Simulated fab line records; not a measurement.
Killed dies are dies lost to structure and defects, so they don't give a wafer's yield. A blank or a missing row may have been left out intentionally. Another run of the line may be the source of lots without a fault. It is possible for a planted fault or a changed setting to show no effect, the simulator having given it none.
What tool caused it? -- flow gf180mcu -- 6 lots with 18 wafers sampled at 5 steps, on a route of 602 steps

## WHAT EACH GAUGE READ, for each wafer
GF_PASSIVATION_THK_MEAS_01.
lot,measured,on,PASSIVATION_CVD_00_THK (nm)
L414,day 28 16:56,film-metro-04,1000 1001 1025
L417,day 29 21:50,film-metro-04,1007 992 997
L418,day 31 02:19,film-metro-03,996 1001 1004
L424,day 32 03:14,film-metro-03,1104 1121 1126
L431,day 33 13:53,film-metro-04,993 980 1013
L434,day 34 05:07,film-metro-04,985 1018 1004

## TOOL THAT RAN EACH LOT (tool first, then ch and the chambers of the sampled wafers, then the start)
lot,GF_V5_CVD_02,GF_V5_ETCH_16,GF_TOP_METAL_SPUTTER_02,GF_PASSIVATION_CVD_00
L414,"pecvd-02 ch 0,2, day 26 22:26","rie-diel-01 ch 0,1, day 27 19:22","pvd-sputter-02, day 27 20:54","pecvd-03 ch 0,1,2, day 28 16:51"
L417,"pecvd-01 ch 0,2, day 28 04:57","rie-diel-01 ch 0,2,3, day 29 00:27","pvd-sputter-04, day 29 01:58","pecvd-01 ch 0,1,2, day 29 21:46"
L418,"pecvd-01 ch 0,1, day 29 09:42","rie-diel-01 ch 1,2,3, day 30 05:03","pvd-sputter-02, day 30 06:34","pecvd-04 ch 0,2, day 31 02:10"
L424,"pecvd-02 ch 0,1,2, day 30 12:03","rie-diel-02 ch 0,2,3, day 31 06:21","pvd-sputter-02, day 31 08:13","pecvd-03 ch 0,1,2, day 32 03:08"
L431,"pecvd-02 ch 0,1,2, day 32 02:02","rie-diel-03 ch 0,1,3, day 32 19:09","pvd-sputter-03, day 32 20:41","pecvd-01 ch 0,1,2, day 33 13:48"
L434,"pecvd-04 ch 0,2, day 32 18:22","rie-diel-02 ch 1,2,3, day 33 10:51","pvd-sputter-03, day 33 12:47","pecvd-01 ch 0,2, day 34 05:02"
- GF_V5_CVD_02: deposits SiO2 from TEOS, target thk 1450 nm, time 163.28 s.
- GF_V5_ETCH_16: etches BARC in N2/H2.
- GF_TOP_METAL_SPUTTER_02: material AlCu, target thk 900 nm, time 47.82 s.
- GF_PASSIVATION_CVD_00: deposits SiO2 from TEOS, target thk 1000 nm, time 111.95 s.

## THE ANSWER, worked out from the rows above alone
Rule: the usual values come from the lots themselves. The widest of any qualifying gaps counts: lots, ordered by their means at a reading, are off when they make up no more than a third of the lots, leave a main group of 4 or more, and stand apart from it by 3 or more times the standard deviation of that group's means. If all means in a main group match to the digits the tables above print for the reading, that group is not used. A lot without any number at a reading at which 4 lots or more have one is off too. Any other lot the step has rows for is counted as sound.
Off: at GF_PASSIVATION_THK_MEAS_01 (PASSIVATION_CVD_00_THK), L424. Mean 1001 nm and standard deviation 4.4 in the main group.
A tool fits if, at a process step before that reading, it ran every lot that is off, and no sound lot after the first of them. Gauges at GF_PASSIVATION_THK_MEAS_01: tried the same way as those tools. Can't be told from this: 3 tools fit, pvd-sputter-02 at GF_TOP_METAL_SPUTTER_02, pecvd-03 at GF_PASSIVATION_CVD_00, film-metro-03 at GF_PASSIVATION_THK_MEAS_01.

## WHAT THE SIMULATOR PUT IN
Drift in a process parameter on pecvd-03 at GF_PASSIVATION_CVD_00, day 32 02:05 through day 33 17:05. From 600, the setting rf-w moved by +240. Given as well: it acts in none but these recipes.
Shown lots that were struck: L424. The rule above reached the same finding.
